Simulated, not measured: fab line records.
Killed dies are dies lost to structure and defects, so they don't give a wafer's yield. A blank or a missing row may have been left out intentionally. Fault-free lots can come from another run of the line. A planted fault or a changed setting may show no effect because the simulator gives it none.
Chamber matching | flow sky130 | SKY_VIA2_CMP_02 on cmp-01: 4 sister chambers
The step polishes SiO2. 8 wafers are shown with their chamber, then 8 later ones without.

## WAFERS PAIRED WITH THEIR CHAMBERS
wafer  | chamber | motorCurrentA (A) | headPressurePsi (psi)
L641.1 | 0       | 10.4              | 4.008
L647.1 | 3       | 14.0              | 4.004
L647.5 | 3       | 14.4              | 4.005
L647.6 | 2       | 13.4              | 4.010
L648.1 | 0       | 10.7              | 4.002
L648.5 | 1       | 12.7              | 3.999
L648.6 | 2       | 14.0              | 3.990
L655.1 | 1       | 12.0              | 3.997

## WAFERS WITHOUT THEIR CHAMBER
wafer  | motorCurrentA (A) | headPressurePsi (psi)
L655.5 | 13.2              | 4.000
L655.6 | 14.1              | 4.006
L656.1 | 14.8              | 4.000
L656.2 | 14.5              | 3.983
L656.5 | 10.8              | 3.984
L657.1 | 10.4              | 4.002
L657.3 | 15.0              | 3.997
L657.4 | 14.7              | 3.993

## THE CHAMBER EACH PASSED THROUGH
wafer  | from the rows above          | in truth
L655.5 | can't be placed: 2 or 1 or 3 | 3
L655.6 | can't be placed: 3 or 2      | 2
L656.1 | can't be placed: 3 or 2      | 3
L656.2 | can't be placed: 3 or 2      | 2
L656.5 | can't be placed: 0 or 1      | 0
L657.1 | 0                            | 0
L657.3 | can't be placed: 3 or 2      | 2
L657.4 | can't be placed: 3 or 2      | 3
1 of 8 placed correctly. Unplaceable from these rows: 7, with the true chamber sitting among the candidates in 7. Wrongly placed: 0.
How it was worked out, from the rows above alone: a wafer's distance from a chamber is the root of the sum, over the readings, of the square of ((its reading less the chamber's mean) divided by the reading's scatter). The wafer belongs to the nearest chamber; if the next one is less than 2 further off, it can't be placed. A chamber's mean is the mean of its shown wafers. The scatter: take each reading less its chamber's mean, square it, sum over the shown wafers, divide by the number of wafers less the number of chambers, and take the root.
